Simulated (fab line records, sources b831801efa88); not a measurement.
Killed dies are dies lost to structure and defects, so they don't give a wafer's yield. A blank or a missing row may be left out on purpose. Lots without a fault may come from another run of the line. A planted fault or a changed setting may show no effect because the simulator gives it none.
Problem report in the 8D (eight disciplines) form, filled by code | flow gf180mcu | the parts of the form that need people (team, actions taken, sign-off) are left out

1. THE PROBLEM
V5_CVD_00_THK at GF_V5_THK_MEAS_01 reads a mean of 252 nm on 2 wafers of 2 lots; wafers without a fault read 298 nm with a standard deviation of 3.2. That is -14 standard deviations from the usual mean.
First seen on wafer L927.3, day 28 14:46, on film_metro-02. The record holds 36 wafers of 12 lots with a number at this step. Rule for "out", or "out of limits": more than 4 standard deviations from the usual mean. The other wafers with a number count as sound.

2. WHAT IT IS AND WHAT IT IS NOT
question                    | is                           | is not
which readings at this step | V5_CVD_00_THK                | -
which lots                  | L927, L928                   | L920, L922, L923, L929, L936, L937, L938, L939, L942, L943
which wafers of those lots  | L927.3, L928.3               | L927.1, L927.2, L928.1, L928.5
read on which gauges        | film_metro-02, film_metro-04 | -
when                        | from day 28 14:46            | up to then (11 sound wafers); but 23 sound wafers of L928, L929, L936, L937, L938, L939, L942, L943 came after

3. SUSPECTS, AND WHAT RULES EACH OUT
Counting: a tool at a process step up to the reading stays a suspect if it ran every lot that is out. Sound lots after the first of them don't rule it out here, since some wafers of a struck lot are sound.
- the gauge at GF_V5_THK_MEAS_01: ruled out. The wafers that are out were read on 2 gauges (film_metro-02, film_metro-04).
- cmp-01 at GF_V4_CMP_04 (polishes SiO2): kept. It ran every lot that is out, first L927 (day 25 21:58); its last sound lot up to then is L923 (day 24 18:36).
- hdpcvd-02 at GF_V5_CVD_00 (deposits SiO2, target thk 300 nm, time 50 s): kept. It ran every lot that is out, first L927 (day 28 14:43); its last sound lot up to then is L920 (day 26 09:53). Its own readings are out on those wafers: sih4_flow_sccm.
- Within cmp-01 at GF_V4_CMP_04: the wafers that are out ran in chambers 1, 3; their sound lot-mates ran in chambers 0, 2.
- Within hdpcvd-02 at GF_V5_CVD_00: the wafers that are out ran in chamber 0; their sound lot-mates ran in chambers 1, 2.
Left after counting: cmp-01 at GF_V4_CMP_04, hdpcvd-02 at GF_V5_CVD_00.

4. THE CAUSE (what the simulator had put in)
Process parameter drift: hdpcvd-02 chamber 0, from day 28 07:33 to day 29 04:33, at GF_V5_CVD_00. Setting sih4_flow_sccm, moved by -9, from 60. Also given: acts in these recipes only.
Counting left 2 suspects, and this tool is among them.

5. THE CHAIN OF EFFECTS, in route order
Each row: a reading whose mean over the struck wafers that have a number lies more than 3 standard deviations from the usual. Only readings for which the record gives a usual standard deviation are gone through. hours: the time from each lot's start at the first step in this table that gives one to its start at this step, as a median over the lots. sigmas: the change in usual standard deviations.
hours | step              | reading        | usual      | on struck wafers | change | sigmas
0     | GF_V5_CVD_00      | sih4_flow_sccm | 60.00 sccm | 50.77            | -9.23  | -49
0     | GF_V5_THK_MEAS_01 | V5_CVD_00_THK  | 298 nm     | 252              | -46    | -14
The process steps in it:
- GF_V5_CVD_00: deposits SiO2, target thk 300 nm, time 50 s.
Later measuring or inspecting steps at which every struck wafer that the step has a row for has a number for every such reading, and none has moved that far: GF_V5_CD_MEAS_14.

6. WHAT WOULD HAVE CAUGHT IT SOONER
In this record the first reading out of limits at a measuring or inspecting step was taken at day 28 14:46, 7 hours after the fault began at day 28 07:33.
The tool's own readings at GF_V5_CVD_00 were out on every struck wafer that the step has a row for (sih4_flow_sccm): an alarm limit on them would have fired on the first of those.
Of the lots that are out (2), L928 began GF_V5_CVD_00 on hdpcvd-02 after day 28 14:46. A hold on the tool at that time would have spared it.
